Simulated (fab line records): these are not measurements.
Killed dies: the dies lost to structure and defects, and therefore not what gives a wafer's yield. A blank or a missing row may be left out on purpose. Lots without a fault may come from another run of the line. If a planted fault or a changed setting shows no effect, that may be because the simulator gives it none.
Which tool is to blame? | flow sfq line | 14 lots with 41 wafers sampled at 4 steps, on a route of 325 steps

== WHAT THE GAUGES READ, wafer by wafer ==
SFQ_INCOMING_BOW_MEAS_900. Usual: for INCOMING_BOW the level is 0 um and the standard deviation is 7.
lot  | measured    | on            | INCOMING_BOW (um) | flag
L222 | day 1 15:00 | film metro-02 | 0 -3 -1           |
L223 | day 1 20:00 | film metro-01 | -8 -4 0           |
L225 | day 2 06:00 | film metro-02 | 2 9 14            |
L226 | day 2 11:01 | film metro-02 | -9 -2 -4          |
L228 | day 2 21:00 | film metro-02 | 5 5 0             |
L229 | day 3 02:01 | film metro-04 | -4 0 4            |
L230 | day 3 07:00 | film metro-02 | -6 -7 1           |
L231 | day 3 12:00 | film metro-02 | 1 -12 -17         |
L232 | day 3 17:04 | film metro-01 | -12 -2 7          |
L234 | day 4 03:02 | film metro-01 | -2 2 9            |
L236 | day 4 13:02 | film metro-02 | -2 9 3            |
L238 | day 4 23:00 | film metro-02 | -5 -6 6           |
L240 | day 5 09:00 | film metro-01 | 0 8               |
L244 | day 6 05:02 | film metro-02 | -3 -9 4           |

SFQ_L0V_OVL_MEAS_903. Usual: for L0V_OVL the level is -2 nm and the standard deviation is 5.2.
lot  | measured     | on         | L0V_OVL (nm) | flag
L222 | day 8 01:34  | overlay-02 | -5 -1 4      |
L223 | day 8 12:22  | overlay-01 | -2 -4 -6     |
L225 | day 9 06:44  | overlay-01 | 4 3 -3       |
L226 | day 9 15:08  | overlay-02 | -1 -3 2      |
L228 | day 10 10:21 | overlay-01 | 5 5 -2       |
L229 | day 10 15:10 | overlay-02 | -7 -15 -6    |
L230 | day 11 00:45 | overlay-02 | -3 -2 0      |
L231 | day 11 04:31 | overlay-01 | -3 -6 -5     |
L232 | day 11 09:10 | overlay-02 | 9 6 2        |
L234 | day 11 19:58 | overlay-01 | -10 -9 -5    |
L236 | day 12 12:46 | overlay-02 | -7 -3 -6     |
L238 | day 12 19:14 | overlay-01 | -6 -10 -2    |
L240 | day 13 15:38 | overlay-02 | -3 4         |
L244 | day 15 14:58 | overlay-01 | 1 3 -2       |

SFQ_I6_BOW_MEAS_941. Usual: for I6_BOW the level is 10 um and the standard deviation is 11.
lot  | measured     | on            | I6_BOW (um) | flag
L222 | day 62 22:53 | film metro-02 | 2 -2 -2     |
L223 | day 64 07:07 | film metro-04 | 15 21 24    |
L225 | day 71 06:38 | film metro-02 | 5 11 15     |
L226 | day 71 23:27 | film metro-01 | 8 16 13     |
L228 | day 72 02:26 | film metro-02 | 25 26 23    |
L229 | day 72 03:41 | film metro-04 | 10 13 16    |
L230 | day 72 05:26 | film metro-01 | 12 12 19    |
L231 | day 72 06:45 | film metro-01 | -7 -20 -26  |
L232 | day 72 10:17 | film metro-02 | 1 12 19     |
L234 | day 73 12:07 | film metro-01 | -4 2 9      |
L236 | day 73 18:35 | film metro-04 | 5 17 11     |
L238 | day 74 04:14 | film metro-04 | 1 0 11      |
L240 | day 74 10:14 | film metro-02 | 10 16       |
L244 | day 74 22:16 | film metro-01 | -13 -18 -6  |

== WHICH TOOL RAN EACH LOT (tool, then ch and the chambers of the sampled wafers, then the start) ==
lot  | SFQ_TRILAYER_M4_BARC_OPEN_METAL_ETCH_123
L222 | rie metal-04 ch 0,1, day 45 06:38
L223 | rie metal-04 ch 0,1, day 45 11:26
L225 | rie metal-02 ch 0,1, day 47 21:02
L226 | rie metal-03 ch 0, day 48 01:59
L228 | rie metal-03 ch 0,1, day 48 07:59
L229 | rie metal-04 ch 0,1, day 48 10:23
L230 | rie metal-02 ch 0,1, day 49 01:59
L231 | rie metal-04 ch 0,1, day 53 11:05
L232 | rie metal-03 ch 0,1, day 55 11:38
L234 | rie metal-03 ch 0,1, day 55 18:50
L236 | rie metal-03 ch 0,1, day 56 11:38
L238 | rie metal-02 ch 0,1, day 56 17:08
L240 | rie metal-03 ch 0,1, day 57 01:32
L244 | rie metal-02 ch 0,1, day 59 03:34
- SFQ_TRILAYER_M4_BARC_OPEN_METAL_ETCH_123: etches BARC in O2, target depth 125 nm, time 41.7 s.

== AS READ BY THE TOOLS THEMSELVES (means over the sampled wafers that have a number; for cases with no such wafer, the mark the record gives instead) ==
SFQ_TRILAYER_M4_BARC_OPEN_METAL_ETCH_123. Usual: drypump motor current A 5.9 A, standard deviation 0.57; oes product au 0.685 a.u., standard deviation 0.0042; rf fwd power W 594.5 W, standard deviation 2; run length s 70.0 s, standard deviation 0.31.
lot  | tool         | drypump motor current A (A) | oes product au (a.u.) | rf fwd power W (W) | run length s (s) | flag
L222 | rie metal-04 | 5.1                         | 0.692                 | 595.8              | 70.2             |
L223 | rie metal-04 | 5.4                         | 0.684                 | 596.0              | 69.9             |
L225 | rie metal-02 | 6.4                         | 0.688                 | 595.2              | 69.7             |
L226 | rie metal-03 | 5.5                         | 0.687                 | 594.2              | 70.1             |
L228 | rie metal-03 | 5.7                         | 0.686                 | 594.3              | 69.6             |
L229 | rie metal-04 | 5.3                         | 0.683                 | 593.5              | 70.1             |
L230 | rie metal-02 | 6.4                         | 0.681                 | 594.2              | 69.7             |
L231 | rie metal-04 | 5.0                         | 0.685                 | 595.1              | 70.0             |
L232 | rie metal-03 | 5.7                         | 0.690                 | 594.2              | 69.9             |
L234 | rie metal-03 | 5.7                         | 0.685                 | 593.3              | 69.6             |
L236 | rie metal-03 | 5.9                         | 0.805                 | 593.4              | 62.5             | OFF
L238 | rie metal-02 | 6.4                         | 0.680                 | 593.9              | 69.8             |
L240 | rie metal-03 | 5.8                         | 0.780                 | 595.9              | 64.5             | OFF
L244 | rie metal-02 | 6.4                         | 0.681                 | 592.6              | 69.9             |

== THE ANSWER, worked out from the rows above alone ==
Rule: lot off if the mean of its wafers having a number is beyond 3 standard deviations from the usual mean. Also off: a lot with no number at a reading for which 4 or more lots have one. All remaining lots with rows at the step are treated as sound. Order of review: gauges by route order, followed by the tools' own readings, for which a lot's mean as printed above is used. The first step at which some lot is off is used, and at that step the reading that is off furthest; a lot without a number counts as furthest.
Off, at SFQ_TRILAYER_M4_BARC_OPEN_METAL_ETCH_123 on oes product au: L236, L240.
If a tool, at that step or one of the process steps before it, ran each lot that is off and ran no sound lot following the first of them, it fits. One candidate fits, namely rie metal-03 at SFQ_TRILAYER_M4_BARC_OPEN_METAL_ETCH_123. A fault onset in the window from L234 (day 55 18:50, its last sound lot) to L236 (day 56 11:38, its first lot off) fits.
The tool's own readings at SFQ_TRILAYER_M4_BARC_OPEN_METAL_ETCH_123 bear it out: on the lots that are off they differ by more than 5 times the standard deviation of the sound lots' means. oes product au reads 0.792 a.u. there against 0.685 a.u. on the sound lots; run length s reads 63.5 s there against 69.9 s on the sound lots.

== WHAT THE SIMULATOR HAD PUT IN ==
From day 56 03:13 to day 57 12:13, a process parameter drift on rie metal-03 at SFQ_TRILAYER_M4_BARC_OPEN_METAL_ETCH_123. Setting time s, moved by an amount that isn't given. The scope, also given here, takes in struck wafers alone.
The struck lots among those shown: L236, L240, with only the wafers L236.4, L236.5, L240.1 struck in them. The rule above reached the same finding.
